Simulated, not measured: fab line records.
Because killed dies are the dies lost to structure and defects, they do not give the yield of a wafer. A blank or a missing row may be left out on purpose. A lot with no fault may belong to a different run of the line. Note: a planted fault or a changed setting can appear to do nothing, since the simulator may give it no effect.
A struck lot beside a sound one | flow sky130 | 36 steps out of a route of 708
Sound: the wafers L454.1, L454.2, L454.6. Struck: wafer L451.4 (left out: L451.1, L451.2 of the same lot, which were not struck); the cause appears at the end.
Each step with rows lists, per side, the tool, then ch with its chambers, then its first start. Under that, the readings that differ: sound wafers | struck wafers | difference of the means | sigmas: that difference in standard deviations of wafers without a fault.
alike: same words and numbers on both sides, and readings whose means sit less than 2 such deviations apart. not compared: any withheld reading, any reading some wafer has no value for, any bound like >300 that may hide the same value, and any number with overlapping values for which the record gives no deviation.
A row with sigmas, a row that says differs or no value, or rows on one side alone: a step with any of these is where the two part. Numbers that don't overlap but have no deviation are shown without sigmas and don't part them. A reading that every wafer of one side lacks parts them only if that side has two wafers or more.

first, 9 steps without rows for these wafers: SKY_VIA4_PEB_09; SKY_VIA4_DEVELOP_10 (develop time 60 s); SKY_VIA4_ETCH_12 (etches SiO2 in C4F8/O2/Ar, stops on TiN, target depth 580 nm); SKY_VIA4_STRIP_13 (strips in O2/N2); SKY_VIA4_STRIP_14 (strips in post etch residue remover, time 1200 s); SKY_VIA4_CLEAN_15 (cleans in IPA, time 180 s); SKY_VIA4_CLEAN_16 (cleans in O3/DIW); SKY_VIA4_SPUTTER_17 (material TiN, target thk 20 nm, time 80 s); SKY_VIA4_CVD_18 (deposits W, target thk 505 nm, time 152.14 s).
SKY_VIA4_CMP_21: polishes, stops on SiO2, t overpolish 25 s, target thk 0 nm.
  sound on cmp-01 ch 0,1,2, day 47 10:26; struck on cmp-02 ch 1, day 46 18:42
  alike: motor-current-A, overpolish-run-s, retaining-ring-pressure-frac, slurry-filter-dp-kPa, time-to-endpoint-s
then, 25 steps without rows for these wafers: SKY_METAL5_SPUTTER_00 (material Ti, target thk 15 nm, time 10 s); SKY_METAL5_SPUTTER_01 (material TiN, target thk 20 nm, time 16.7 s); SKY_METAL5_SPUTTER_02 (material AlCu, target thk 1150 nm, time 61.2 s); SKY_METAL5_SPUTTER_03 (material Ti, target thk 5 nm, time 3.3 s); SKY_METAL5_SPUTTER_04 (material TiN, target thk 70 nm, time 58.3 s); SKY_METAL5_DEHYDRATE_07 (time 60 s); SKY_METAL5_HMDS_08 (prime time 60 s); SKY_METAL5_COAT_09 (resist thk 1800 nm); SKY_METAL5_SOFTBAKE_10 (time 60 s); SKY_METAL5_EXPOSE_11 (exposes mask MM5, target cd 1600 nm); SKY_METAL5_PEB_12; SKY_METAL5_DEVELOP_13 (develop time 60 s); SKY_METAL5_DESCUM_14 (chemistry O2, time 11 s); SKY_METAL5_METAL_ETCH_15 (etches the open film in Cl2/BCl3, stops on SiO2, target depth 1260 nm, time 252 s); SKY_METAL5_STRIP_16 (strips in O2/N2); SKY_METAL5_STRIP_17 (strips in post etch residue remover, time 1200 s); SKY_METAL5_CLEAN_18 (cleans in IPA, time 180 s); SKY_METAL5_CLEAN_19 (cleans in O3/DIW); SKY_PASSIVATION_CVD_00 (deposits SiO2, target thk 90 nm); SKY_PASSIVATION_CVD_02 (deposits Si3N4, target thk 540 nm); SKY_PASSIVATION_DEHYDRATE_04 (time 60 s); SKY_PASSIVATION_HMDS_05 (prime time 60 s); SKY_PASSIVATION_COAT_06 (resist thk 3000 nm); SKY_PASSIVATION_SOFTBAKE_07; SKY_PASSIVATION_EXPOSE_08 (exposes mask NSM, target cd 3000 nm).
-- the record jumps here: 3 days lie between the struck wafers' starts before and after (it left off in module PASSIVATION and takes up again in module PAD_OPEN, whose first step shown is number 708 of the route) --
SKY_PAD_OPEN_PROBE_99:
  sound on prober-02, day 49 22:35; struck on prober-01, day 49 09:08
  reading                               | sound             | struck | difference | sigmas
  defect-limited-yield (%)              | 84.1 82.3 86.6    | 66.3   | -18.0      | -9
  killed_at_M4_up                       | 1 3 0             | 87     | +86        | +43
  killed-dies                           | 78 87 66          | 166    | +89        | +9
  killed-on-rim                         | 15 18 11          | 30     | +15        | +4
  sort_bin_3_pad_short (%)              | 1.2 0.6 0.8       | 2.4    | +1.5       | +3
  sort_bin_5_function (%)               | 8.5 9.8 8.3       | 19.9   | +11.0      | +7
  sort_bin_6_memory (%)                 | 6.1 7.3 4.3       | 11.4   | +5.5       | +6
  sort-n-pass                           | 414 405 426       | 326    | -89        | -9
  sort-yield-pct (%)                    | 84.1 82.3 86.6    | 66.3   | -18.0      | -9
  model.etest.tester.sort-n-pass        | 414 405 426       | 326    | -89        |
  model.etest.tester.sort-yield-pct (%) | 84.15 82.32 86.59 | 66.26  | -18.09     |
  model.etest.tester.sort_bin_5_pct (%) | 8.537 9.756 8.333 | 19.92  | +11.04     |
  model.etest.tester.sort_bin_6_pct (%) | 6.098 7.317 4.268 | 11.38  | +5.49      |
  model.etest.tester.sort_bin_3_pct (%) | 1.22 0.6098 0.813 | 2.439  | +1.558     |
  alike: killed_at_M0_to_M3, killed-at-contacts, killed-at-front-end, killed-at-other, killed-open, killed-short

WHERE THEY PART
At SKY_PAD_OPEN_PROBE_99 and nowhere else, as far as this record goes.

WHY: the cause the simulator had injected
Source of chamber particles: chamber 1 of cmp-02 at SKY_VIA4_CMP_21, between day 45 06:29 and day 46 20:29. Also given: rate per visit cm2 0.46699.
